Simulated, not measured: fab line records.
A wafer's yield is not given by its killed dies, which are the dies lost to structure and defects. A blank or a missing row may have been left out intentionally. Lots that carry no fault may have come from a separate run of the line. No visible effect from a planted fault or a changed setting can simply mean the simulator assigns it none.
Problem report in the 8D (eight disciplines) form, filled by code -- flow sky130 -- the parts of the form that need people (team, actions taken, sign-off) are left out

## 1. PROBLEM STATEMENT
Mean of time_to_endpoint_s at SKY_VIA1_CMP_24: 39 s across 5 wafers in 3 lots; on wafers with no fault it is 66 s (standard deviation 3.6). That is -7.6 standard deviations from the usual mean.
The step: polishes, stops on SiO2, t overpolish 15 s, target thk 0 nm.
First seen on wafer L745.1, day 36 03:47, on cmp-02. The record has a number at this step for 15 wafers belonging to 5 lots. Rule for "out", or "out of limits": more than 4 standard deviations from the usual mean. The rest of the wafers with a number are treated as sound.

## 2. WHAT IT IS, AND WHAT IT ISN'T
question,is,is not
which readings at this step,time_to_endpoint_s,"motor_current_A, overpolish_run_s"
which lots,"L745, L749, L750","L742, L754"
which wafers of those lots,"L745.1, L749.1, L749.2, L750.2, L750.3","L745.5, L745.6, L749.6, L750.5"
read on which tools,cmp-02,cmp-01
when,from day 36 03:47,"up to then (5 sound wafers); but 5 sound wafers of L749, L750, L754 came after"

## 3. THE SUSPECTS, EACH WITH WHAT RULES IT OUT
Counting: a tool at a process step up to the reading stays a suspect if it ran every lot that is out. Sound lots after the first of them don't rule it out here, since some wafers of a struck lot are sound.
- cmp-02 at SKY_VIA1_CMP_24 (polishes, stops on SiO2, t overpolish 15 s, target thk 0 nm): kept. Every lot that is out went through it, the first being L745 (day 36 03:47); the last sound lot it ran before that was L742 (day 35 17:27). Its own readings are out on those wafers: time_to_endpoint_s.
Left after counting: cmp-02 at SKY_VIA1_CMP_24.

## 4. THE CAUSE (what the simulator had put in)
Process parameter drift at SKY_VIA1_CMP_24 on cmp-02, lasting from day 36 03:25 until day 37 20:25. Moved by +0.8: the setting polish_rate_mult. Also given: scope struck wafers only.
This tool alone remained once counting was done.

## 5. SEQUENCE OF EFFECTS, ordered by route
One row per reading whose mean, taken over the struck wafers that have a number, lies over 3 standard deviations from the usual. Readings are gone through only where the record gives a usual standard deviation; hours: the median, over the lots, of the time from a lot's start at the first step in this table giving one to that lot's start at this step; sigmas: the change measured in usual standard deviations.
hours,step,reading,usual,on struck wafers,change,sigmas
0,SKY_VIA1_CMP_24,time_to_endpoint_s,66 s,39,-27,-7.6
Process steps it contains:
- SKY_VIA1_CMP_24: polishes, stops on SiO2, t overpolish 15 s, target thk 0 nm.

## 6. WHAT WOULD HAVE CAUGHT IT SOONER
In this record no reading fell out of limits until day 36 03:47, 0 hours after the fault had begun at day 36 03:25.
